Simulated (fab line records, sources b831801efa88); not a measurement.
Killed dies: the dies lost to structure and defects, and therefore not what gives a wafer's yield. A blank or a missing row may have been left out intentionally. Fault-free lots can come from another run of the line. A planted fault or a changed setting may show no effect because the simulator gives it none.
fab line records || flow gf180mcu || part 2 of 2: steps 29 to 37 of 37
[record] {"lots": 5, "wafers": 15, "last-day": 34}
route steps=602 shown V4@478 MIM@503
lots that met no fault: taken from a fault-free run of the same line
start-h: the number of hours between the record's first day and the start of the first shown wafer of the lot || wait-h: time in hours since the lot's previous step || " same as the row above || L1.1+2: one row covering several wafers at once || - no value present, or no start provided || * or withheld: withheld || < > ~ a bound
route shown NAME@n: NAME is a module with steps in the file, n the number in the route of the first one || usual: mean/standard deviation of fault-free wafers || same: alike in all rows || chamber/n: place in a boat || sites: readings site by site || _std_site: the standard deviation of these || _edge_site: mean of outer sites minus mean of inner sites || radius-mm: for every site, how far away it sits from the centre of the wafer || mask NAME#n: copy n || behind: the most recent tool/chamber to have shaped the wafer || hold: why the lot was held/for how many hours/how that ended || device: names the non-switching transistor (n, p or np) || end of line: the tests these same wafers got at the end of their route || a step with no rows: only its recipe || killed: not the wafer's yield, but the dies lost to structure and defects at the first sort || map: per-die view of a wafer (x killed, . not killed, _ where there is no die)
set.NAME: the run value of the setting; set.NAME@STEP: its run value at that earlier step || model.NAME: the simulator's own value behind a step, which no gauge read
certain route steps with their lots: each step a table, each wafer a row
services: a tool's chamber out of use, with start hour (start-h, from the record's first day; less than 0 if before it), hours out, and reason
[[steps]]
[step GF_MIM_SPUTTER_03]
[recipe] {"material": "Ti", "target-thk-nm": 10, "substrate-temp-c": 300, "chamber-pressure-pa": 0.3, "power-w": 3000, "time-s": 6.7}
[usual] {"throttle-valve-pct": "30.1/0.96"}
{"lot.wafer": "L079.1", "tool": "pvd-sputter-02", "chamber": "-", "start-h": 614.88, "wait-h": 0.0, "throttle-valve-pct": 30.1}
{"lot.wafer": "L079.3", "tool": "pvd-sputter-02", "chamber": "-", "start-h": 614.88, "wait-h": 0.0, "throttle-valve-pct": 30.7}
{"lot.wafer": "L079.6", "tool": "pvd-sputter-02", "chamber": "-", "start-h": 614.88, "wait-h": 0.0, "throttle-valve-pct": 30.8}
{"lot.wafer": "L088.3", "tool": "pvd-sputter-02", "chamber": "-", "start-h": 672.07, "wait-h": 0.0, "throttle-valve-pct": 29.9}
{"lot.wafer": "L088.5", "tool": "pvd-sputter-02", "chamber": "-", "start-h": 672.07, "wait-h": 0.0, "throttle-valve-pct": 29.0}
{"lot.wafer": "L088.6", "tool": "pvd-sputter-02", "chamber": "-", "start-h": 672.07, "wait-h": 0.0, "throttle-valve-pct": 30.2}
{"lot.wafer": "L093.1", "tool": "pvd-sputter-03", "chamber": "-", "start-h": 705.56, "wait-h": 0.0, "throttle-valve-pct": 29.1}
{"lot.wafer": "L093.2", "tool": "pvd-sputter-03", "chamber": "-", "start-h": 705.56, "wait-h": 0.0, "throttle-valve-pct": 29.4}
{"lot.wafer": "L093.3", "tool": "pvd-sputter-03", "chamber": "-", "start-h": 705.56, "wait-h": 0.0, "throttle-valve-pct": 28.9}
{"lot.wafer": "L095.2", "tool": "pvd-sputter-01", "chamber": "-", "start-h": 715.23, "wait-h": 0.0, "throttle-valve-pct": 31.6}
{"lot.wafer": "L095.3", "tool": "pvd-sputter-01", "chamber": "-", "start-h": 715.23, "wait-h": 0.0, "throttle-valve-pct": 31.5}
{"lot.wafer": "L095.5", "tool": "pvd-sputter-01", "chamber": "-", "start-h": 715.23, "wait-h": 0.0, "throttle-valve-pct": 29.0}
{"lot.wafer": "L096.1", "tool": "pvd-sputter-03", "chamber": "-", "start-h": 722.20, "wait-h": 0.0, "throttle-valve-pct": 29.5}
{"lot.wafer": "L096.3", "tool": "pvd-sputter-03", "chamber": "-", "start-h": 722.20, "wait-h": 0.0, "throttle-valve-pct": 29.1}
{"lot.wafer": "L096.5", "tool": "pvd-sputter-03", "chamber": "-", "start-h": 722.20, "wait-h": 0.0, "throttle-valve-pct": 29.3}
[step GF_MIM_SPUTTER_04]
[recipe] {"material": "TiN", "target-thk-nm": 50, "power-w": 6500, "time-s": 41.7, "chamber-pressure-pa": 0.4}
[usual] {"throttle-valve-pct": "30.1/0.96"}
{"lot.wafer": "L079.1", "tool": "pvd-sputter-02", "chamber": "-", "start-h": 614.90, "wait-h": 0.0, "throttle-valve-pct": 29.9}
{"lot.wafer": "L079.3", "tool": "pvd-sputter-02", "chamber": "-", "start-h": 614.90, "wait-h": 0.0, "throttle-valve-pct": 30.7}
{"lot.wafer": "L079.6", "tool": "pvd-sputter-02", "chamber": "-", "start-h": 614.90, "wait-h": 0.0, "throttle-valve-pct": 30.7}
{"lot.wafer": "L088.3", "tool": "pvd-sputter-02", "chamber": "-", "start-h": 672.09, "wait-h": 0.0, "throttle-valve-pct": 30.2}
{"lot.wafer": "L088.5", "tool": "pvd-sputter-02", "chamber": "-", "start-h": 672.09, "wait-h": 0.0, "throttle-valve-pct": 29.3}
{"lot.wafer": "L088.6", "tool": "pvd-sputter-02", "chamber": "-", "start-h": 672.09, "wait-h": 0.0, "throttle-valve-pct": 29.9}
{"lot.wafer": "L093.1", "tool": "pvd-sputter-03", "chamber": "-", "start-h": 705.58, "wait-h": 0.0, "throttle-valve-pct": 29.2}
{"lot.wafer": "L093.2", "tool": "pvd-sputter-03", "chamber": "-", "start-h": 705.58, "wait-h": 0.0, "throttle-valve-pct": 29.6}
{"lot.wafer": "L093.3", "tool": "pvd-sputter-03", "chamber": "-", "start-h": 705.58, "wait-h": 0.0, "throttle-valve-pct": 29.1}
{"lot.wafer": "L095.2", "tool": "pvd-sputter-01", "chamber": "-", "start-h": 715.25, "wait-h": 0.0, "throttle-valve-pct": 31.9}
{"lot.wafer": "L095.3", "tool": "pvd-sputter-01", "chamber": "-", "start-h": 715.25, "wait-h": 0.0, "throttle-valve-pct": 32.0}
{"lot.wafer": "L095.5", "tool": "pvd-sputter-01", "chamber": "-", "start-h": 715.25, "wait-h": 0.0, "throttle-valve-pct": 29.1}
{"lot.wafer": "L096.1", "tool": "pvd-sputter-03", "chamber": "-", "start-h": 722.22, "wait-h": 0.0, "throttle-valve-pct": 29.4}
{"lot.wafer": "L096.3", "tool": "pvd-sputter-03", "chamber": "-", "start-h": 722.22, "wait-h": 0.0, "throttle-valve-pct": 29.2}
{"lot.wafer": "L096.5", "tool": "pvd-sputter-03", "chamber": "-", "start-h": 722.22, "wait-h": 0.0, "throttle-valve-pct": 29.3}
[step GF_MIM_CVD_05]
[recipe] {"material": "Si3N4", "target-thk-nm": 42, "temp-max-c": 400, "temp-c": 385, "time-s": 29.086, "rf-w": 450}
[usual] {"heater-power-w": "660/83", "temp-max-c": "400.03/0.25"}
{"lot.wafer": "L079.1", "tool": "pecvd-03", "chamber": 2, "start-h": 614.94, "wait-h": 0.0, "heater-power-w": 637, "temp-max-c": 399.98}
{"lot.wafer": "L079.3", "tool": "pecvd-03", "chamber": 0, "start-h": 614.94, "wait-h": 0.0, "heater-power-w": 571, "temp-max-c": 400.07}
{"lot.wafer": "L079.6", "tool": "pecvd-03", "chamber": 0, "start-h": 614.94, "wait-h": 0.0, "heater-power-w": 568, "temp-max-c": 400.05}
{"lot.wafer": "L088.3", "tool": "pecvd-02", "chamber": 1, "start-h": 672.13, "wait-h": 0.0, "heater-power-w": 684, "temp-max-c": 400.27}
{"lot.wafer": "L088.5", "tool": "pecvd-02", "chamber": 2, "start-h": 672.13, "wait-h": 0.0, "heater-power-w": 637, "temp-max-c": 399.48}
{"lot.wafer": "L088.6", "tool": "pecvd-02", "chamber": 1, "start-h": 672.13, "wait-h": 0.0, "heater-power-w": 699, "temp-max-c": 400.63}
{"lot.wafer": "L093.1", "tool": "pecvd-03", "chamber": 0, "start-h": 705.62, "wait-h": 0.0, "heater-power-w": 581, "temp-max-c": 399.94}
{"lot.wafer": "L093.2", "tool": "pecvd-03", "chamber": 2, "start-h": 705.62, "wait-h": 0.0, "heater-power-w": 696, "temp-max-c": 399.79}
{"lot.wafer": "L093.3", "tool": "pecvd-03", "chamber": 1, "start-h": 705.62, "wait-h": 0.0, "heater-power-w": 664, "temp-max-c": 399.94}
{"lot.wafer": "L095.2", "tool": "pecvd-02", "chamber": 0, "start-h": 715.29, "wait-h": 0.0, "heater-power-w": 746, "temp-max-c": 399.54}
{"lot.wafer": "L095.3", "tool": "pecvd-02", "chamber": 1, "start-h": 715.29, "wait-h": 0.0, "heater-power-w": 694, "temp-max-c": 400.03}
{"lot.wafer": "L095.5", "tool": "pecvd-02", "chamber": 1, "start-h": 715.29, "wait-h": 0.0, "heater-power-w": 681, "temp-max-c": 400.42}
{"lot.wafer": "L096.1", "tool": "pecvd-04", "chamber": 0, "start-h": 722.26, "wait-h": 0.0, "heater-power-w": 667, "temp-max-c": 400.10}
{"lot.wafer": "L096.3", "tool": "pecvd-04", "chamber": 1, "start-h": 722.26, "wait-h": 0.0, "heater-power-w": 611, "temp-max-c": 400.19}
{"lot.wafer": "L096.5", "tool": "pecvd-04", "chamber": 0, "start-h": 722.26, "wait-h": 0.0, "heater-power-w": 668, "temp-max-c": 400.15}
[step GF_MIM_THK_MEAS_06]
[recipe] {"reads": "Si3N4_of_MIM_CVD_05"}
[usual] {"MIM_CVD_05_THK": "41.9/0.63"}
{"lot.wafer": "L079.1", "tool": "film-metro-02", "chamber": "-", "start-h": 614.97, "wait-h": 0.0, "MIM_CVD_05_THK[nm]": 41.3}
{"lot.wafer": "L079.3", "tool": "film-metro-02", "chamber": "-", "start-h": 614.97, "wait-h": 0.0, "MIM_CVD_05_THK[nm]": 40.9}
{"lot.wafer": "L079.6", "tool": "film-metro-02", "chamber": "-", "start-h": 614.97, "wait-h": 0.0, "MIM_CVD_05_THK[nm]": 41.8}
{"lot.wafer": "L088.3", "tool": "film-metro-01", "chamber": "-", "start-h": 672.18, "wait-h": 0.0, "MIM_CVD_05_THK[nm]": 41.7}
{"lot.wafer": "L088.5", "tool": "film-metro-01", "chamber": "-", "start-h": 672.18, "wait-h": 0.0, "MIM_CVD_05_THK[nm]": 41.7}
{"lot.wafer": "L088.6", "tool": "film-metro-01", "chamber": "-", "start-h": 672.18, "wait-h": 0.0, "MIM_CVD_05_THK[nm]": 42.5}
{"lot.wafer": "L093.1", "tool": "film-metro-02", "chamber": "-", "start-h": 705.65, "wait-h": 0.0, "MIM_CVD_05_THK[nm]": 41.4}
{"lot.wafer": "L093.2", "tool": "film-metro-02", "chamber": "-", "start-h": 705.65, "wait-h": 0.0, "MIM_CVD_05_THK[nm]": 41.8}
{"lot.wafer": "L093.3", "tool": "film-metro-02", "chamber": "-", "start-h": 705.65, "wait-h": 0.0, "MIM_CVD_05_THK[nm]": 41.9}
{"lot.wafer": "L095.2", "tool": "film-metro-02", "chamber": "-", "start-h": 715.34, "wait-h": 0.0, "MIM_CVD_05_THK[nm]": 42.0}
{"lot.wafer": "L095.3", "tool": "film-metro-02", "chamber": "-", "start-h": 715.34, "wait-h": 0.0, "MIM_CVD_05_THK[nm]": 41.6}
{"lot.wafer": "L095.5", "tool": "film-metro-02", "chamber": "-", "start-h": 715.34, "wait-h": 0.0, "MIM_CVD_05_THK[nm]": 42.6}
{"lot.wafer": "L096.1", "tool": "film-metro-02", "chamber": "-", "start-h": 722.29, "wait-h": 0.0, "MIM_CVD_05_THK[nm]": 42.3}
{"lot.wafer": "L096.3", "tool": "film-metro-02", "chamber": "-", "start-h": 722.29, "wait-h": 0.0, "MIM_CVD_05_THK[nm]": 42.6}
{"lot.wafer": "L096.5", "tool": "film-metro-02", "chamber": "-", "start-h": 722.29, "wait-h": 0.0, "MIM_CVD_05_THK[nm]": 42.6}
[step GF_MIM_SPUTTER_07]
[recipe] {"material": "TiN", "target-thk-nm": 60, "power-w": 6500, "time-s": 50, "chamber-pressure-pa": 0.4}
[usual] {"throttle-valve-pct": "30.2/0.94"}
{"lot.wafer": "L079.1", "tool": "pvd-sputter-01", "chamber": "-", "start-h": 615.03, "wait-h": 0.1, "throttle-valve-pct": 29.0}
{"lot.wafer": "L079.3", "tool": "pvd-sputter-01", "chamber": "-", "start-h": 615.03, "wait-h": 0.1, "throttle-valve-pct": 30.3}
{"lot.wafer": "L079.6", "tool": "pvd-sputter-01", "chamber": "-", "start-h": 615.03, "wait-h": 0.1, "throttle-valve-pct": 29.5}
{"lot.wafer": "L088.3", "tool": "pvd-sputter-03", "chamber": "-", "start-h": 672.22, "wait-h": 0.0, "throttle-valve-pct": 31.4}
{"lot.wafer": "L088.5", "tool": "pvd-sputter-03", "chamber": "-", "start-h": 672.22, "wait-h": 0.0, "throttle-valve-pct": 29.3}
{"lot.wafer": "L088.6", "tool": "pvd-sputter-03", "chamber": "-", "start-h": 672.22, "wait-h": 0.0, "throttle-valve-pct": 29.5}
{"lot.wafer": "L093.1", "tool": "pvd-sputter-02", "chamber": "-", "start-h": 705.71, "wait-h": 0.1, "throttle-valve-pct": 29.6}
{"lot.wafer": "L093.2", "tool": "pvd-sputter-02", "chamber": "-", "start-h": 705.71, "wait-h": 0.1, "throttle-valve-pct": 30.6}
{"lot.wafer": "L093.3", "tool": "pvd-sputter-02", "chamber": "-", "start-h": 705.71, "wait-h": 0.1, "throttle-valve-pct": 29.1}
{"lot.wafer": "L095.2", "tool": "pvd-sputter-02", "chamber": "-", "start-h": 715.39, "wait-h": 0.0, "throttle-valve-pct": 29.5}
{"lot.wafer": "L095.3", "tool": "pvd-sputter-02", "chamber": "-", "start-h": 715.39, "wait-h": 0.0, "throttle-valve-pct": 29.8}
{"lot.wafer": "L095.5", "tool": "pvd-sputter-02", "chamber": "-", "start-h": 715.39, "wait-h": 0.0, "throttle-valve-pct": 30.8}
{"lot.wafer": "L096.1", "tool": "pvd-sputter-01", "chamber": "-", "start-h": 722.35, "wait-h": 0.1, "throttle-valve-pct": 29.0}
{"lot.wafer": "L096.3", "tool": "pvd-sputter-01", "chamber": "-", "start-h": 722.35, "wait-h": 0.1, "throttle-valve-pct": 31.7}
{"lot.wafer": "L096.5", "tool": "pvd-sputter-01", "chamber": "-", "start-h": 722.35, "wait-h": 0.1, "throttle-valve-pct": 30.7}
[step GF_MIM_SPUTTER_08]
[recipe] {"material": "AlCu", "target-thk-nm": 200, "power-w": 10600, "time-s": 10.6, "chamber-pressure-pa": 0.4}
[usual] {"throttle-valve-pct": "30.2/0.94"}
{"lot.wafer": "L079.1", "tool": "pvd-sputter-01", "chamber": "-", "start-h": 615.07, "wait-h": 0.0, "throttle-valve-pct": 29.3}
{"lot.wafer": "L079.3", "tool": "pvd-sputter-01", "chamber": "-", "start-h": 615.07, "wait-h": 0.0, "throttle-valve-pct": 30.7}
{"lot.wafer": "L079.6", "tool": "pvd-sputter-01", "chamber": "-", "start-h": 615.07, "wait-h": 0.0, "throttle-valve-pct": 29.2}
{"lot.wafer": "L088.3", "tool": "pvd-sputter-03", "chamber": "-", "start-h": 672.27, "wait-h": 0.0, "throttle-valve-pct": 31.4}
{"lot.wafer": "L088.5", "tool": "pvd-sputter-03", "chamber": "-", "start-h": 672.27, "wait-h": 0.0, "throttle-valve-pct": 29.1}
{"lot.wafer": "L088.6", "tool": "pvd-sputter-03", "chamber": "-", "start-h": 672.27, "wait-h": 0.0, "throttle-valve-pct": 29.7}
{"lot.wafer": "L093.1", "tool": "pvd-sputter-02", "chamber": "-", "start-h": 705.75, "wait-h": 0.0, "throttle-valve-pct": 30.0}
{"lot.wafer": "L093.2", "tool": "pvd-sputter-02", "chamber": "-", "start-h": 705.75, "wait-h": 0.0, "throttle-valve-pct": 30.6}
{"lot.wafer": "L093.3", "tool": "pvd-sputter-02", "chamber": "-", "start-h": 705.75, "wait-h": 0.0, "throttle-valve-pct": 29.4}
{"lot.wafer": "L095.2", "tool": "pvd-sputter-02", "chamber": "-", "start-h": 715.43, "wait-h": 0.0, "throttle-valve-pct": 29.3}
{"lot.wafer": "L095.3", "tool": "pvd-sputter-02", "chamber": "-", "start-h": 715.43, "wait-h": 0.0, "throttle-valve-pct": 30.0}
{"lot.wafer": "L095.5", "tool": "pvd-sputter-02", "chamber": "-", "start-h": 715.43, "wait-h": 0.0, "throttle-valve-pct": 30.7}
{"lot.wafer": "L096.1", "tool": "pvd-sputter-01", "chamber": "-", "start-h": 722.39, "wait-h": 0.0, "throttle-valve-pct": 29.1}
{"lot.wafer": "L096.3", "tool": "pvd-sputter-01", "chamber": "-", "start-h": 722.39, "wait-h": 0.0, "throttle-valve-pct": 32.0}
{"lot.wafer": "L096.5", "tool": "pvd-sputter-01", "chamber": "-", "start-h": 722.39, "wait-h": 0.0, "throttle-valve-pct": 30.6}
[step GF_MIM_SPUTTER_09]
[recipe] {"material": "TiN", "target-thk-nm": 35, "power-w": 6500, "time-s": 29.2, "chamber-pressure-pa": 0.4}
[usual] {"throttle-valve-pct": "30.2/0.95"}
{"lot.wafer": "L079.1", "tool": "pvd-sputter-01", "chamber": "-", "start-h": 615.10, "wait-h": 0.0, "throttle-valve-pct": 29.0}
{"lot.wafer": "L079.3", "tool": "pvd-sputter-01", "chamber": "-", "start-h": 615.10, "wait-h": 0.0, "throttle-valve-pct": 30.5}
{"lot.wafer": "L079.6", "tool": "pvd-sputter-01", "chamber": "-", "start-h": 615.10, "wait-h": 0.0, "throttle-valve-pct": 29.2}
{"lot.wafer": "L088.3", "tool": "pvd-sputter-03", "chamber": "-", "start-h": 672.29, "wait-h": 0.0, "throttle-valve-pct": 31.4}
{"lot.wafer": "L088.5", "tool": "pvd-sputter-03", "chamber": "-", "start-h": 672.29, "wait-h": 0.0, "throttle-valve-pct": 29.1}
{"lot.wafer": "L088.6", "tool": "pvd-sputter-03", "chamber": "-", "start-h": 672.29, "wait-h": 0.0, "throttle-valve-pct": 29.4}
{"lot.wafer": "L093.1", "tool": "pvd-sputter-02", "chamber": "-", "start-h": 705.78, "wait-h": 0.0, "throttle-valve-pct": 29.7}
{"lot.wafer": "L093.2", "tool": "pvd-sputter-02", "chamber": "-", "start-h": 705.78, "wait-h": 0.0, "throttle-valve-pct": 30.5}
{"lot.wafer": "L093.3", "tool": "pvd-sputter-02", "chamber": "-", "start-h": 705.78, "wait-h": 0.0, "throttle-valve-pct": 29.2}
{"lot.wafer": "L095.2", "tool": "pvd-sputter-02", "chamber": "-", "start-h": 715.45, "wait-h": 0.0, "throttle-valve-pct": 29.1}
{"lot.wafer": "L095.3", "tool": "pvd-sputter-02", "chamber": "-", "start-h": 715.45, "wait-h": 0.0, "throttle-valve-pct": 29.9}
{"lot.wafer": "L095.5", "tool": "pvd-sputter-02", "chamber": "-", "start-h": 715.45, "wait-h": 0.0, "throttle-valve-pct": 30.7}
{"lot.wafer": "L096.1", "tool": "pvd-sputter-01", "chamber": "-", "start-h": 722.42, "wait-h": 0.0, "throttle-valve-pct": 29.1}
{"lot.wafer": "L096.3", "tool": "pvd-sputter-01", "chamber": "-", "start-h": 722.42, "wait-h": 0.0, "throttle-valve-pct": 31.7}
{"lot.wafer": "L096.5", "tool": "pvd-sputter-01", "chamber": "-", "start-h": 722.42, "wait-h": 0.0, "throttle-valve-pct": 30.3}
[step GF_MIM_RS_MEAS_10]
[recipe] {"thk-meas-gauge": "four-point-probe", "reads": "TiN_of_MIM_SPUTTER_09+AlCu_of_MIM_SPUTTER_08+TiN_of_MIM_SPUTTER_07"}
[usual] {"MIM_ALCU_RS": "0.1612/0.0021"}
{"lot.wafer": "L079.1", "tool": "film-metro-04", "chamber": "-", "start-h": 615.13, "wait-h": 0.0, "MIM_ALCU_RS[ohm/sq]": 0.1571}
{"lot.wafer": "L079.3", "tool": "film-metro-04", "chamber": "-", "start-h": 615.13, "wait-h": 0.0, "MIM_ALCU_RS[ohm/sq]": 0.1569}
{"lot.wafer": "L079.6", "tool": "film-metro-04", "chamber": "-", "start-h": 615.13, "wait-h": 0.0, "MIM_ALCU_RS[ohm/sq]": 0.1583}
{"lot.wafer": "L088.3", "tool": "film-metro-02", "chamber": "-", "start-h": 672.36, "wait-h": 0.1, "MIM_ALCU_RS[ohm/sq]": 0.1622}
{"lot.wafer": "L088.5", "tool": "film-metro-02", "chamber": "-", "start-h": 672.36, "wait-h": 0.1, "MIM_ALCU_RS[ohm/sq]": 0.1607}
{"lot.wafer": "L088.6", "tool": "film-metro-02", "chamber": "-", "start-h": 672.36, "wait-h": 0.1, "MIM_ALCU_RS[ohm/sq]": 0.1602}
{"lot.wafer": "L093.1", "tool": "film-metro-02", "chamber": "-", "start-h": 705.81, "wait-h": 0.0, "MIM_ALCU_RS[ohm/sq]": 0.1580}
{"lot.wafer": "L093.2", "tool": "film-metro-02", "chamber": "-", "start-h": 705.81, "wait-h": 0.0, "MIM_ALCU_RS[ohm/sq]": 0.1603}
{"lot.wafer": "L093.3", "tool": "film-metro-02", "chamber": "-", "start-h": 705.81, "wait-h": 0.0, "MIM_ALCU_RS[ohm/sq]": 0.1597}
{"lot.wafer": "L095.2", "tool": "film-metro-02", "chamber": "-", "start-h": 715.51, "wait-h": 0.0, "MIM_ALCU_RS[ohm/sq]": 0.1620}
{"lot.wafer": "L095.3", "tool": "film-metro-02", "chamber": "-", "start-h": 715.51, "wait-h": 0.0, "MIM_ALCU_RS[ohm/sq]": 0.1618}
{"lot.wafer": "L095.5", "tool": "film-metro-02", "chamber": "-", "start-h": 715.51, "wait-h": 0.0, "MIM_ALCU_RS[ohm/sq]": 0.1634}
{"lot.wafer": "L096.1", "tool": "film-metro-01", "chamber": "-", "start-h": 722.45, "wait-h": 0.0, "MIM_ALCU_RS[ohm/sq]": 0.1599}
{"lot.wafer": "L096.3", "tool": "film-metro-01", "chamber": "-", "start-h": 722.45, "wait-h": 0.0, "MIM_ALCU_RS[ohm/sq]": 0.1625}
{"lot.wafer": "L096.5", "tool": "film-metro-01", "chamber": "-", "start-h": 722.45, "wait-h": 0.0, "MIM_ALCU_RS[ohm/sq]": 0.1572}
[step GF_MIM_THK_MEAS_11]
[recipe] {"thk-meas-gauge": "xrf", "reads": "AlCu_of_MIM_SPUTTER_08"}
[usual] {"MIM_ALCU_THK": "198.2/2.6"}
{"lot.wafer": "L079.1", "tool": "film-metro-04", "chamber": "-", "start-h": 615.25, "wait-h": 0.1, "MIM_ALCU_THK[nm]": 202.9}
{"lot.wafer": "L079.3", "tool": "film-metro-04", "chamber": "-", "start-h": 615.25, "wait-h": 0.1, "MIM_ALCU_THK[nm]": 203.0}
{"lot.wafer": "L079.6", "tool": "film-metro-04", "chamber": "-", "start-h": 615.25, "wait-h": 0.1, "MIM_ALCU_THK[nm]": 201.8}
{"lot.wafer": "L088.3", "tool": "film-metro-02", "chamber": "-", "start-h": 672.46, "wait-h": 0.1, "MIM_ALCU_THK[nm]": 196.6}
{"lot.wafer": "L088.5", "tool": "film-metro-02", "chamber": "-", "start-h": 672.46, "wait-h": 0.1, "MIM_ALCU_THK[nm]": 198.6}
{"lot.wafer": "L088.6", "tool": "film-metro-02", "chamber": "-", "start-h": 672.46, "wait-h": 0.1, "MIM_ALCU_THK[nm]": 199.6}
{"lot.wafer": "L093.1", "tool": "film-metro-02", "chamber": "-", "start-h": 705.93, "wait-h": 0.1, "MIM_ALCU_THK[nm]": 201.9}
{"lot.wafer": "L093.2", "tool": "film-metro-02", "chamber": "-", "start-h": 705.93, "wait-h": 0.1, "MIM_ALCU_THK[nm]": 198.7}
{"lot.wafer": "L093.3", "tool": "film-metro-02", "chamber": "-", "start-h": 705.93, "wait-h": 0.1, "MIM_ALCU_THK[nm]": 201.0}
{"lot.wafer": "L095.2", "tool": "film-metro-02", "chamber": "-", "start-h": 715.62, "wait-h": 0.1, "MIM_ALCU_THK[nm]": 198.1}
{"lot.wafer": "L095.3", "tool": "film-metro-02", "chamber": "-", "start-h": 715.62, "wait-h": 0.1, "MIM_ALCU_THK[nm]": 198.7}
{"lot.wafer": "L095.5", "tool": "film-metro-02", "chamber": "-", "start-h": 715.62, "wait-h": 0.1, "MIM_ALCU_THK[nm]": 195.8}
{"lot.wafer": "L096.1", "tool": "film-metro-01", "chamber": "-", "start-h": 722.57, "wait-h": 0.1, "MIM_ALCU_THK[nm]": 199.4}
{"lot.wafer": "L096.3", "tool": "film-metro-01", "chamber": "-", "start-h": 722.57, "wait-h": 0.1, "MIM_ALCU_THK[nm]": 196.6}
{"lot.wafer": "L096.5", "tool": "film-metro-01", "chamber": "-", "start-h": 722.57, "wait-h": 0.1, "MIM_ALCU_THK[nm]": 203.1}
[[services]]
{"tool": "cmp-01", "chamber": "-", "start-h": 572.00, "hours": 4.0, "kind": "pm"}
{"tool": "rie-diel-03", "chamber": "-", "start-h": 572.38, "hours": 1.0, "kind": "repair"}
{"tool": "cmp-01", "chamber": "-", "start-h": 575.52, "hours": 11.9, "kind": "repair"}
{"tool": "cvd-w-02", "chamber": "-", "start-h": 579.79, "hours": 2.8, "kind": "pm"}
{"tool": "pvd-sputter-01", "chamber": "-", "start-h": 584.88, "hours": 11.2, "kind": "repair"}
{"tool": "pecvd-04", "chamber": "-", "start-h": 591.12, "hours": 14.0, "kind": "pm"}
{"tool": "pvd-sputter-03", "chamber": "-", "start-h": 598.22, "hours": 2.1, "kind": "repair"}
{"tool": "krf-scanner-01", "chamber": "-", "start-h": 613.69, "hours": 1.0, "kind": "pm"}
{"tool": "krf-scanner-01", "chamber": "-", "start-h": 619.54, "hours": 3.6, "kind": "pm"}
{"tool": "krf-scanner-01", "chamber": "-", "start-h": 629.44, "hours": 1.3, "kind": "pm"}
{"tool": "cmp-01", "chamber": "-", "start-h": 629.68, "hours": 1.1, "kind": "repair"}
{"tool": "krf-scanner-01", "chamber": "-", "start-h": 635.84, "hours": 0.8, "kind": "pm"}
{"tool": "pvd-sputter-01", "chamber": "-", "start-h": 637.10, "hours": 4.1, "kind": "repair"}
{"tool": "rie-diel-01", "chamber": 3, "start-h": 639.60, "hours": 5.4, "kind": "repair"}
{"tool": "cmp-02", "chamber": "-", "start-h": 639.71, "hours": 0.6, "kind": "repair"}
{"tool": "krf-scanner-01", "chamber": "-", "start-h": 641.75, "hours": 0.3, "kind": "repair"}
{"tool": "cmp-01", "chamber": "-", "start-h": 642.53, "hours": 3.5, "kind": "repair"}
{"tool": "rie-diel-01", "chamber": 2, "start-h": 642.68, "hours": 3.5, "kind": "repair"}
{"tool": "pvd-sputter-03", "chamber": "-", "start-h": 683.86, "hours": 2.6, "kind": "repair"}
{"tool": "rie-diel-01", "chamber": "-", "start-h": 698.49, "hours": 0.7, "kind": "repair"}
{"tool": "cmp-01", "chamber": "-", "start-h": 699.74, "hours": 6.8, "kind": "repair"}
{"tool": "pvd-sputter-02", "chamber": "-", "start-h": 709.75, "hours": 1.8, "kind": "repair"}
{"tool": "cvd-w-02", "chamber": 0, "start-h": 710.43, "hours": 3.5, "kind": "repair"}
{"tool": "rie-diel-01", "chamber": "-", "start-h": 716.79, "hours": 0.2, "kind": "repair"}
